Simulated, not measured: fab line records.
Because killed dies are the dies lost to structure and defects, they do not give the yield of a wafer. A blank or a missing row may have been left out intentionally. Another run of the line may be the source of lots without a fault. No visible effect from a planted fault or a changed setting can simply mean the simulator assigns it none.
Chamber matching	flow sky130	cmp-02 running SKY_VIA4_CMP_02: 4 sister chambers
The step polishes SiO2. 8 wafers are shown with their chamber, then 10 later ones without.

== EACH WAFER AND ITS CHAMBER ==
wafer	chamber	motorCurrentA (A)	retainingRingPressureFrac
L076.1	2	12.5	0.994
L086.2	3	12.8	1.001
L086.3	1	11.7	1.008
L089.1	0	13.2	0.999
L089.2	1	12.5	1.008
L089.4	3	12.7	0.994
L091.2	0	12.9	0.996
L091.5	2	12.2	1.007

== WAFERS WITHOUT THEIR CHAMBER ==
wafer	motorCurrentA (A)	retainingRingPressureFrac
L091.6	12.4	0.993
L093.3	12.8	0.989
L093.4	12.1	1.004
L093.5	12.7	1.004
L094.1	12.2	0.994
L094.4	12.7	1.006
L094.5	12.6	1.002
L096.2	12.6	1.000
L096.4	12.1	0.997
L096.6	12.5	0.992

== THE CHAMBER EACH PASSED THROUGH ==
wafer	from the rows above	in truth
L091.6	can't be placed: 3 or 2 or 0 or 1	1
L093.3	can't be placed: 3 or 0 or 2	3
L093.4	can't be placed: 1 or 2 or 3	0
L093.5	can't be placed: 3 or 2 or 0 or 1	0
L094.1	can't be placed: 2 or 3 or 1 or 0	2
L094.4	can't be placed: 2 or 3 or 1 or 0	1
L094.5	can't be placed: 2 or 3 or 0 or 1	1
L096.2	can't be placed: 3 or 2 or 0 or 1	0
L096.4	can't be placed: 2 or 3 or 1 or 0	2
L096.6	can't be placed: 3 or 2 or 0 or 1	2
Placed correctly: 0 of 10. Not placeable from these rows: 10 (in 9, the candidates include the true chamber). Number placed wrongly: 0.
How it was worked out, from the rows above alone: a wafer's distance from a chamber is the root of the sum, over the readings, of the square of ((its reading less the chamber's mean) divided by the reading's scatter). If the next closest chamber is less than 2 further off than the closest, the wafer can't be placed; otherwise it belongs to the closest. Each chamber's mean is taken over the wafers shown for it. The scatter is the square root of a quotient: the sum, over the shown wafers, of each reading's squared deviation from its chamber's mean, divided by wafers minus chambers.
